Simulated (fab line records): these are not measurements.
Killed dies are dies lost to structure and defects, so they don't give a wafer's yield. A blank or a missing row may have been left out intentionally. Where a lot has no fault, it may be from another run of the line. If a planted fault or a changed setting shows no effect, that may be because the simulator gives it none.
Which tool was responsible? | flow sky130 | 33 wafers from 11 lots sampled at 4 of the route's 708 steps

## WHAT THE GAUGES READ, wafer by wafer
SKY_NWELL_TW_MEAS_26.
lot  | measured     | on           | NWELL_2_TW
L261 | day 5 22:46  | filmMetro-01 | 493.9 493.7 492.8
L262 | day 6 01:26  | filmMetro-03 | 490.0 491.4 495.6
L265 | day 6 20:13  | filmMetro-04 | 494.3 493.6 493.2
L274 | day 9 03:56  | filmMetro-01 | 493.5 492.8 492.9
L275 | day 9 12:39  | filmMetro-03 | 488.2 490.9 490.3
L276 | day 9 15:38  | filmMetro-01 | 489.9 491.2 489.6
L277 | day 10 00:10 | filmMetro-04 | 492.1 490.6 491.2
L279 | day 10 14:40 | filmMetro-03 | 491.0 490.6 490.4
L280 | day 10 19:34 | filmMetro-03 | 492.1 492.5 487.6
L281 | day 11 01:27 | filmMetro-01 | 490.7 490.6 488.0
L282 | day 11 03:11 | filmMetro-03 | 491.9 491.7 488.8

SKY_VT_ADJUST_HVTP_TW_MEAS_11.
lot  | measured     | on           | VT_ADJUST_HVTP_TW
L261 | day 6 18:35  | filmMetro-03 | 1667 1668 1674
L262 | day 6 20:19  | filmMetro-02 | 1353 1348 1364
L265 | day 7 16:40  | filmMetro-04 | 1680 1686 1680
L274 | day 10 02:25 | filmMetro-04 | 1343 1345 1345
L275 | day 10 11:22 | filmMetro-02 | 1365 1363 1365
L276 | day 10 14:15 | filmMetro-04 | 1347 1347 1351
L277 | day 10 23:40 | filmMetro-02 | 1354 1369 1360
L279 | day 11 14:44 | filmMetro-02 | 1355 1354 1352
L280 | day 11 20:20 | filmMetro-03 | 1340 1333 1334
L281 | day 12 02:22 | filmMetro-02 | 1369 1367 1372
L282 | day 12 03:57 | filmMetro-04 | 1341 1353 1354

## WHAT TOOL EACH LOT RAN ON (gives the tool, then ch and the chambers of the sampled wafers, and finally the start)
lot  | SKY_NWELL_STRIP_25                  | SKY_VT_ADJUST_HVTP_IMPLANT_09
L261 | plasmaAsher-02 ch 0,1, day 5 22:41  | implanter-02 ch 0, day 6 17:59
L262 | plasmaAsher-02 ch 0,1, day 6 01:20  | implanter-01 ch 0, day 6 20:04
L265 | plasmaAsher-01 ch 0,1, day 6 20:06  | implanter-03 ch 0, day 7 16:07
L274 | plasmaAsher-02 ch 0,1, day 9 03:50  | implanter-03 ch 0, day 10 02:10
L275 | plasmaAsher-02 ch 0,1, day 9 12:32  | implanter-01 ch 0, day 10 11:08
L276 | plasmaAsher-02 ch 0, day 9 15:31    | implanter-01 ch 0, day 10 14:01
L277 | plasmaAsher-01 ch 0,1, day 10 00:05 | implanter-03 ch 0, day 10 23:28
L279 | plasmaAsher-01 ch 0,1, day 10 14:35 | implanter-03 ch 0, day 11 14:31
L280 | plasmaAsher-01 ch 0,1, day 10 19:29 | implanter-02 ch 0, day 11 20:07
L281 | plasmaAsher-03 ch 0,1, day 11 01:20 | implanter-02 ch 0, day 12 02:08
L282 | plasmaAsher-01 ch 0,1, day 11 03:04 | implanter-02 ch 0, day 12 03:43
- SKY_NWELL_STRIP_25: strips in O2/N2.
- SKY_VT_ADJUST_HVTP_IMPLANT_09

## AS READ BY THE TOOLS THEMSELVES (means over the sampled wafers that have a number; for cases with no such wafer, the mark the record gives instead)
SKY_NWELL_STRIP_25.
lot  | tool           | chamberPressureMTorr (mTorr) | drypumpMotorCurrentA (A) | oesProductAu (a.u.) | stripTimeToEndpointS (s)
L261 | plasmaAsher-02 | 1500.3                       | 5.2                      | 0.718               | 36.80
L262 | plasmaAsher-02 | 1498.5                       | 5.2                      | 0.722               | 36.94
L265 | plasmaAsher-01 | 1500.8                       | 6.1                      | 0.721               | 36.93
L274 | plasmaAsher-02 | 1500.9                       | 5.2                      | 0.724               | 37.04
L275 | plasmaAsher-02 | 1500.4                       | 5.2                      | 0.724               | 36.95
L276 | plasmaAsher-02 | 1500.1                       | 5.3                      | 0.720               | 36.97
L277 | plasmaAsher-01 | 1499.1                       | 6.4                      | 0.725               | 36.75
L279 | plasmaAsher-01 | 1500.9                       | 6.5                      | 0.722               | 37.05
L280 | plasmaAsher-01 | 1499.3                       | 6.1                      | 0.724               | 36.98
L281 | plasmaAsher-03 | 1501.2                       | 5.5                      | 0.720               | 37.08
L282 | plasmaAsher-01 | 1500.5                       | 6.1                      | 0.723               | 36.93

SKY_VT_ADJUST_HVTP_IMPLANT_09.
lot  | tool         | doseIonsCm2
L261 | implanter-02 | 4.299e+12
L262 | implanter-01 | 4.302e+12
L265 | implanter-03 | 4.302e+12
L274 | implanter-03 | 4.297e+12
L275 | implanter-01 | 4.298e+12
L276 | implanter-01 | 4.307e+12
L277 | implanter-03 | 4.299e+12
L279 | implanter-03 | 4.305e+12
L280 | implanter-02 | 4.298e+12
L281 | implanter-02 | 4.302e+12
L282 | implanter-02 | 4.297e+12

## THE ANSWER, worked out from the rows above alone
Rule: the usual values come from the lots themselves. Put in order of their means at a reading, lots are off if they are a third of the lots or fewer, leave a main group of 4 or more, and stand apart from it by a gap of 3 or more times the standard deviation of the main group's means; of several such gaps the widest counts. If all means in a main group match to the digits the tables above print for the reading, that group is not used. Also off: a lot with no number at a reading for which 4 or more lots have one. All remaining lots with rows at the step are treated as sound. After the gauges, taken in route order, come the tools' own readings; for these a lot's mean is taken, as printed above. The first step at which some lot is off is used, and at that step the reading that is off furthest; a lot without a number counts as furthest.
Off: at SKY_VT_ADJUST_HVTP_TW_MEAS_11 (VT_ADJUST_HVTP_TW), L261, L265. For the main group the mean is 1353 and the standard deviation 9.8.
A tool fits if, at a process step before that reading, it ran every lot that is off, and no sound lot after the first of them. Those tools and the gauges at SKY_VT_ADJUST_HVTP_TW_MEAS_11 are tried in the same way. No candidate that was tried fits.

## WHAT HAD BEEN PUT IN BY THE SIMULATOR
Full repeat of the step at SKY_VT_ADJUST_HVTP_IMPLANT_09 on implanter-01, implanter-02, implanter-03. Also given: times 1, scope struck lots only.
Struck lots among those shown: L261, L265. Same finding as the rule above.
